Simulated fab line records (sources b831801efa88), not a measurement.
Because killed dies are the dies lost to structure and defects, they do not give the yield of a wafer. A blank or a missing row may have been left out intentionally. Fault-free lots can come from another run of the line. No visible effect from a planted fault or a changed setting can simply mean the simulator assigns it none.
Which of the tools did it?	flow gf180mcu	12 lots (36 wafers sampled), 1 step of a 602-step route

## WHAT THE GAUGES SHOWED, per wafer
GF_VT_IMPLANT_TW_MEAS_10.
lot	measured	on	VT_IMPLANT_TW
L075	day 5 19:47	film metro-01	557 551 557
L077	day 6 13:05	film metro-01	552 551 553
L079	day 7 00:04	film metro-03	559 558 560
L081	day 7 16:11	film metro-04	569 569 563
L083	day 7 23:37	film metro-04	563 567 567
L085	day 8 13:32	film metro-04	569 568 568
L087	day 8 22:39	film metro-04	570 569 572
L089	day 9 10:32	film metro-03	564 563 564
L091	day 10 00:16	film metro-01	551 552 554
L093	day 10 12:05	film metro-01	548 552 552
L095	day 11 00:56	film metro-04	570 575 571
L097	day 11 12:11	film metro-01	559 560 555

## WHAT TOOL EACH LOT RAN ON (gives the tool, then ch and the chambers of the sampled wafers, and finally the start)
Before these readings, the record contains no process step.

## THE ANSWER, worked out from the rows above alone
Rule: the usual values come from the lots themselves. Put in order of their means at a reading, lots are off if they are a third of the lots or fewer, leave a main group of 4 or more, and stand apart from it by a gap of 3 or more times the standard deviation of the main group's means; of several such gaps the widest counts. A main group is skipped when, at the precision printed for the reading in the tables above, its means are all equal. A lot without any number at a reading at which 4 lots or more have one is off too. Any other lot the step has rows for is counted as sound.
No lot is off at any reading shown: from this, nothing can be told.

## WHAT THE SIMULATOR HAD INSERTED
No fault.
